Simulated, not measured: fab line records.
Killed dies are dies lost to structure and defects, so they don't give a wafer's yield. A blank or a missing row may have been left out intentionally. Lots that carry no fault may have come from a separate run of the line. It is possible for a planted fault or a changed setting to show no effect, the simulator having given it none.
One fault through the eyes of 2 desks | flow sky130 | only its own numbers are on each desk; what lay behind them is given at the end

== METROLOGY DESK ==
Lot by lot, what the gauges showed, no matter which tool ran the lot: averages of those sampled wafers that carry a number. Marked OUT: a lot whose mean sits more than 4 standard deviations from the usual mean, which makes it out of limits; the brackets give that distance.
Columns: A = LOCAL_INTERCONNECT_OVL at SKY_LOCAL_INTERCONNECT_OVL_MEAS_12, usual 3 nm
lot  | first seen here | A
L885 | day 29 19:25    | 5
L888 | day 32 13:14    | -5
L891 | day 32 16:19    | 3
L890 | day 32 19:23    | 8
L896 | day 33 21:44    | 3
L897 | day 34 04:05    | -1
L898 | day 34 07:22    | 0
L899 | day 34 19:49    | -2
L901 | day 35 21:31    | -3
L907 | day 37 09:55    | 2
L908 | day 37 14:43    | 12
Finding of this desk: none of the 11 lots has anything out of limits.

== AT THE TOOL OWNER'S DESK: pvdSputter-03 ==
The tool's own readings at SKY_METAL4_SPUTTER_02 (material AlCu, target thk 735 nm, time 39.1 s): means of the sampled wafers that have a number, for each lot that ran on this tool. Marked OUT: a lot whose mean sits more than 4 standard deviations from the usual mean, which makes it out of limits; the brackets give that distance.
Columns: A = throttleValvePct at SKY_METAL4_SPUTTER_02, usual 30.0 %
lot  | first seen here | A
L885 | day 39 07:00    | 30.6
L888 | day 41 17:03    | 29.1
L891 | day 41 20:03    | 29.4
L890 | day 41 22:58    | 29.8
L896 | day 42 20:42    | 29.7
L897 | day 43 02:27    | 28.4
L898 | day 43 06:07    | 29.0
L899 | day 43 15:10    | 29.1
L901 | day 44 14:52    | 29.0
Finding of this desk: none of the 9 lots has anything out of limits.

== PUT TOGETHER ==
Metrology desk: nothing out of limits seen.
Nothing out of limits was seen by the tool owner's desk.

== WHAT THE SIMULATOR HAD INSERTED ==
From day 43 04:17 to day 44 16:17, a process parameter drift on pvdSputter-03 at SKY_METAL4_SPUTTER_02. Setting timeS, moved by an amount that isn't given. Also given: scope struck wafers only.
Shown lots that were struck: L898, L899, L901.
